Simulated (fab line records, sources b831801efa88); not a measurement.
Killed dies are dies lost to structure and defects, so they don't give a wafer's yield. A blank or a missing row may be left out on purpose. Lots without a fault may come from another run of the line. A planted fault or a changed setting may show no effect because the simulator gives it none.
Tool commonality check | flow gf180mcu | 13 lots, 39 wafers sampled

WHY IT WAS OPENED
At GF_HV_LDD_THK_MEAS_55 the reading HV_LDD_CVD_54_THK is flagged on 1 of 13 lots. Wafers without a fault read 9.96 nm, standard deviation 0.13.
Rule: a lot is flagged when every wafer of it that has a number lies more than 4 standard deviations from that mean, or none has a number. The other lots count as sound.

lot  | measured     | on            | HV_LDD_CVD_54_THK (nm), wafer by wafer | flag
L957 | day 12 06:50 | film_metro-03 | 9.86 9.88 9.93                         |
L958 | day 12 09:19 | film_metro-04 | 10.21 10.19 10.15                      |
L959 | day 12 21:22 | film_metro-03 | 10.10 10.02 10.12                      |
L961 | day 13 15:16 | film_metro-04 | 9.73 9.83 9.81                         |
L962 | day 13 21:24 | film_metro-04 | 9.95 9.86 9.79                         |
L963 | day 14 09:24 | film_metro-01 | 9.93 9.91 9.83                         |
L964 | day 14 15:47 | film_metro-01 | 9.99 10.10 9.88                        |
L971 | day 16 21:26 | film_metro-04 | 7.67 7.76 7.73                         | FLAGGED
L974 | day 18 08:59 | film_metro-04 | 10.09 10.18 10.05                      |
L976 | day 19 03:50 | film_metro-01 | 9.88 9.97 9.94                         |
L978 | day 19 17:17 | film_metro-04 | 10.16 10.18 10.33                      |
L979 | day 19 22:06 | film_metro-01 | 10.04 10.16 10.11                      |
L980 | day 20 09:59 | film_metro-03 | 9.86 9.85 9.82                         |
The numbers of the flagged lots are 7.72 nm on average: -2.24 nm against the usual, or -17 standard deviations.

WHICH TOOL RAN EACH LOT
The record holds 2 process steps before the reading, out of a route of 602 steps. In each cell: the tool, then ch and the chambers that the sampled wafers went through, then the start.
lot  | flag    | GF_HV_LDD_STRIP_22                   | GF_HV_LDD_CVD_54
L957 |         | plasma_asher-04 ch 0,1, day 10 14:31 | lpcvd-02 ch 1, day 12 05:47
L958 |         | plasma_asher-04 ch 1, day 10 17:39   | lpcvd-01 ch 1, day 12 08:17
L959 |         | plasma_asher-02 ch 0,1, day 11 04:51 | lpcvd-01 ch 1, day 12 20:21
L961 |         | plasma_asher-01 ch 0,1, day 11 20:36 | lpcvd-02 ch 0, day 13 14:15
L962 |         | plasma_asher-04 ch 0,1, day 12 02:51 | lpcvd-02 ch 1, day 13 20:23
L963 |         | plasma_asher-01 ch 0,1, day 12 14:08 | lpcvd-01 ch 0, day 14 08:23
L964 |         | plasma_asher-04 ch 0,1, day 12 21:09 | lpcvd-01 ch 0, day 14 14:46
L971 | FLAGGED | plasma_asher-02 ch 0, day 14 23:29   | lpcvd-02 ch 0, day 16 20:24
L974 |         | plasma_asher-04 ch 0,1, day 16 09:08 | lpcvd-01 ch 0, day 18 07:56
L976 |         | plasma_asher-04 ch 0,1, day 17 02:50 | lpcvd-01 ch 1, day 19 02:48
L978 |         | plasma_asher-04 ch 0,1, day 17 15:19 | lpcvd-01 ch 0, day 19 16:15
L979 |         | plasma_asher-02 ch 1, day 17 20:09   | lpcvd-02 ch 1, day 19 21:04
L980 |         | plasma_asher-02 ch 0,1, day 18 07:14 | lpcvd-01 ch 1, day 20 08:56
What these steps do:
- GF_HV_LDD_STRIP_22: strips in O2/N2.
- GF_HV_LDD_CVD_54: deposits SiO2 from TEOS, target thk 10 nm, time 75 s.
- GF_HV_LDD_THK_MEAS_55

FLAGGED OVER TOTAL, TOOL BY TOOL (the gauges that took the reading come last)
step                  | tool            | lots run | flagged | share of the flagged lots | sound lots run after its first flagged lot
GF_HV_LDD_STRIP_22    | plasma_asher-01 | 2        | 0       | none                      | -
GF_HV_LDD_STRIP_22    | plasma_asher-02 | 4        | 1       | all                       | 2 (L979,L980)
GF_HV_LDD_STRIP_22    | plasma_asher-04 | 7        | 0       | none                      | -
GF_HV_LDD_CVD_54      | lpcvd-01        | 8        | 0       | none                      | -
GF_HV_LDD_CVD_54      | lpcvd-02        | 5        | 1       | all                       | 1 (L979)
GF_HV_LDD_THK_MEAS_55 | film_metro-01   | 4        | 0       | none                      | -
GF_HV_LDD_THK_MEAS_55 | film_metro-03   | 3        | 0       | none                      | -
GF_HV_LDD_THK_MEAS_55 | film_metro-04   | 6        | 1       | all                       | 2 (L974,L978)

WHAT THE TABLE ALLOWS
3 rows of the table ran every flagged lot: plasma_asher-02 at GF_HV_LDD_STRIP_22, lpcvd-02 at GF_HV_LDD_CVD_54, film_metro-04 at GF_HV_LDD_THK_MEAS_55.
- plasma_asher-02 at GF_HV_LDD_STRIP_22: 1 of its 4 lots flagged. Sound lots ran on it after the first flagged one (L979, L980), which a lasting fault on the whole tool wouldn't allow.
- lpcvd-02 at GF_HV_LDD_CVD_54: 1 of its 5 lots flagged. Sound lots ran on it after the first flagged one (L979), which a lasting fault on the whole tool wouldn't allow.
- film_metro-04 at GF_HV_LDD_THK_MEAS_55: 1 of its 6 lots flagged. Sound lots ran on it after the first flagged one (L974, L978), which a lasting fault on the whole tool wouldn't allow.
No row of the table ran every flagged lot and no sound lot after the first.

WHAT THE SIMULATOR HAD PUT IN
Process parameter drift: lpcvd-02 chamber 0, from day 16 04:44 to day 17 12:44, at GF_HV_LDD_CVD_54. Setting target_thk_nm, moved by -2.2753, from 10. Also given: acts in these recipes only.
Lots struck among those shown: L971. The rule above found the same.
